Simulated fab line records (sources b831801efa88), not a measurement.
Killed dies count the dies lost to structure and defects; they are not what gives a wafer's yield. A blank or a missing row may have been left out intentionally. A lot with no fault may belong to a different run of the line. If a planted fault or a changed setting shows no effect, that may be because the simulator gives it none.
A lot that was struck, set against a sound lot || flow sky130 || 43 out of 708 route steps
Sound: wafers L199.1, L199.3, L199.4. Struck: wafer L207.5. (L207.4, L207.6 of the same lot were not struck and are left out.) The cause comes at the end.
Order at every step that has rows: each side's tool, ch and its chambers, its first start. Under that, the readings that differ: sound wafers || struck wafers || difference of the means || sigmas: that difference in standard deviations of wafers without a fault.
alike: a reading whose means differ by less than 2 such deviations, as well as words and numbers matching on both sides. not compared: withheld readings; readings where some wafer has no value; bounds like >300 that might hide an equal value; numbers whose values overlap and for which the record gives no deviation.
The two part at a step that has a row with sigmas, a row that says differs or no value, or rows on one side only. Numbers that don't overlap but have no deviation are shown without sigmas and don't part them. A reading that every wafer of one side lacks parts them only if that side has two wafers or more.

first, 1 step without rows for these wafers: SKY_VIA4_HDPCVD_00 (deposits SiO2, target thk 1750 nm, time 291.7 s).
SKY_VIA4_THK_MEAS_01:
  sound: film_metro-01 at day 43 00:34; struck: film_metro-04 at day 44 20:02
  alike: VIA4_HDPCVD_THK
SKY_VIA4_CMP_02: polishes SiO2.
  sound on cmp-02 ch 0,1,2, day 43 00:37; struck on cmp-02 ch 2, day 44 20:04
  alike: head_pressure_psi, motor_current_A
SKY_VIA4_BOW_MEAS_03:
  sound: film_metro-03 at day 43 00:55; struck: film_metro-03 at day 44 20:26
  alike: VIA4_BOW
then, 7 steps without rows for these wafers: SKY_VIA4_DEHYDRATE_04 (time 60 s); SKY_VIA4_HMDS_05 (prime time 60 s); SKY_VIA4_COAT_06 (resist thk 1140 nm); SKY_VIA4_SOFTBAKE_07 (time 60 s); SKY_VIA4_EXPOSE_08 (exposes mask VIM4, target cd 800 nm); SKY_VIA4_PEB_09; SKY_VIA4_DEVELOP_10 (develop time 60 s).
SKY_VIA4_OVL_MEAS_11:
  sound: overlay-01 at day 43 23:18; struck: overlay-01 at day 45 17:19
  alike: VIA4_OVL
SKY_VIA4_ETCH_12: etches SiO2 in C4F8/O2/Ar, stops on TiN, target depth 580 nm.
  sound on rie_diel-03 ch 0,1,3, day 43 23:20; struck on rie_diel-03 ch 3, day 45 17:19
  alike: oes_product_au
then, 6 steps without rows for these wafers: SKY_VIA4_STRIP_13 (strips in O2/N2); SKY_VIA4_STRIP_14 (strips in post etch residue remover, time 1200 s); SKY_VIA4_CLEAN_15 (cleans in IPA, time 180 s); SKY_VIA4_CLEAN_16 (cleans in O3/DIW); SKY_VIA4_SPUTTER_17 (material TiN, target thk 20 nm, time 80 s); SKY_VIA4_CVD_18 (deposits W, target thk 505 nm, time 152.14 s).
SKY_VIA4_RS_MEAS_19: a four-point-probe measurement.
  sound: film_metro-03 at day 44 00:16; struck: film_metro-04 at day 45 18:16
{"reading": "VIA4_W_RS (ohm/sq)", "sound": "0.230 0.230 0.231", "struck": 0.223, "difference": -0.007, "sigmas": -2}
SKY_VIA4_THK_MEAS_20: measures by xrf.
  sound: film_metro-03 at day 44 00:23; struck: film_metro-04 at day 45 18:22
  alike: VIA4_W_THK
then, 1 step without rows for these wafers: SKY_VIA4_CMP_21 (polishes, stops on SiO2, t overpolish 25 s, target thk 0 nm).
SKY_METAL5_SPUTTER_00: material Ti, target thk 15 nm, time 10 s.
  sound: pvd_sputter-02 at day 44 00:44; struck: pvd_sputter-01 at day 45 18:41
  alike: throttle_valve_pct
SKY_METAL5_SPUTTER_01: material TiN, target thk 20 nm, time 16.7 s.
  sound: pvd_sputter-02 at day 44 00:46; struck: pvd_sputter-01 at day 45 18:43
  alike: throttle_valve_pct
then, 1 step without rows for these wafers: SKY_METAL5_SPUTTER_02 (material AlCu, target thk 1150 nm, time 61.2 s).
SKY_METAL5_SPUTTER_03: material Ti, target thk 5 nm, time 3.3 s.
  sound: pvd_sputter-02 at day 44 00:50; struck: pvd_sputter-01 at day 45 18:47
{"reading": "throttle_valve_pct (%)", "sound": "30.3 31.8 31.4", "struck": 29.1, "difference": -2.1, "sigmas": -2}
SKY_METAL5_SPUTTER_04: material TiN, target thk 70 nm, time 58.3 s.
  sound: pvd_sputter-02 at day 44 00:51; struck: pvd_sputter-01 at day 45 18:49
  alike: throttle_valve_pct
SKY_METAL5_RS_MEAS_05: a four-point-probe measurement.
  sound: film_metro-04 at day 44 00:54; struck: film_metro-03 at day 45 18:55
  alike: METAL5_ALCU_RS
SKY_METAL5_THK_MEAS_06: measures by xrf.
  sound: film_metro-04 at day 44 01:01; struck: film_metro-03 at day 45 19:01
  alike: METAL5_ALCU_THK
then, 13 steps without rows for these wafers: SKY_METAL5_DEHYDRATE_07 (time 60 s); SKY_METAL5_HMDS_08 (prime time 60 s); SKY_METAL5_COAT_09 (resist thk 1800 nm); SKY_METAL5_SOFTBAKE_10 (time 60 s); SKY_METAL5_EXPOSE_11 (exposes mask MM5, target cd 1600 nm); SKY_METAL5_PEB_12; SKY_METAL5_DEVELOP_13 (develop time 60 s); SKY_METAL5_DESCUM_14 (chemistry O2, time 11 s); SKY_METAL5_METAL_ETCH_15 (etches the open film in Cl2/BCl3, stops on SiO2, target depth 1260 nm, time 252 s); SKY_METAL5_STRIP_16 (strips in O2/N2); SKY_METAL5_STRIP_17 (strips in post etch residue remover, time 1200 s); SKY_METAL5_CLEAN_18 (cleans in IPA, time 180 s); SKY_METAL5_CLEAN_19 (cleans in O3/DIW).
-- the record jumps here: 3 days lie between the struck wafers' starts before and after (it left off in module METAL5 and takes up again in module PAD_OPEN, whose first step shown is number 708 of the route) --
SKY_PAD_OPEN_PROBE_99:
  sound: prober-02 at day 46 20:03; struck: prober-01 at day 48 11:22
{"reading": "hold", "sound": "- - -", "struck": "await_dispo/0.9h/release", "difference": "no value on the sound wafers", "sigmas": ""}
{"reading": "defect_limited_yield (%)", "sound": "84.1 81.5 81.9", "struck": 72.2, "difference": -10.3, "sigmas": -5}
{"reading": "killed_at_M4_up", "sound": "4 2 4", "struck": 51, "difference": "+48", "sigmas": "+26"}
{"reading": "killed_dies", "sound": "78 91 89", "struck": 137, "difference": "+51", "sigmas": "+5"}
{"reading": "sort_bin_3_pad_short (%)", "sound": "0.8 0.6 1.0", "struck": 3.3, "difference": "+2.5", "sigmas": "+6"}
{"reading": "sort_bin_5_function (%)", "sound": "9.1 11.0 10.8", "struck": 18.7, "difference": "+8.4", "sigmas": "+6"}
{"reading": "sort_n_pass", "sound": "414 401 403", "struck": 355, "difference": -51, "sigmas": -5}
{"reading": "sort_yield_pct (%)", "sound": "84.1 81.5 81.9", "struck": 72.2, "difference": -10.3, "sigmas": -5}
{"reading": "model.etest.tester.sort_n_pass", "sound": "414 401 403", "struck": 355, "difference": -51, "sigmas": ""}
{"reading": "model.etest.tester.sort_yield_pct (%)", "sound": "84.15 81.5 81.91", "struck": 72.15, "difference": -10.37, "sigmas": ""}
{"reading": "model.etest.tester.sort_bin_5_pct (%)", "sound": "9.146 10.98 10.77", "struck": 18.7, "difference": "+8.4", "sigmas": ""}
{"reading": "model.etest.tester.sort_bin_3_pct (%)", "sound": "0.813 0.6098 1.016", "struck": 3.252, "difference": "+2.439", "sigmas": ""}
  alike: killed_at_M0_to_M3, killed_at_contacts, killed_at_front_end, killed_at_other, killed_open, killed_short, sort_bin_6_memory

WHERE THEY PART
Last at SKY_PAD_OPEN_PROBE_99 as far as this record goes, first at SKY_VIA4_RS_MEAS_19.

WHY: what had been put in by the simulator
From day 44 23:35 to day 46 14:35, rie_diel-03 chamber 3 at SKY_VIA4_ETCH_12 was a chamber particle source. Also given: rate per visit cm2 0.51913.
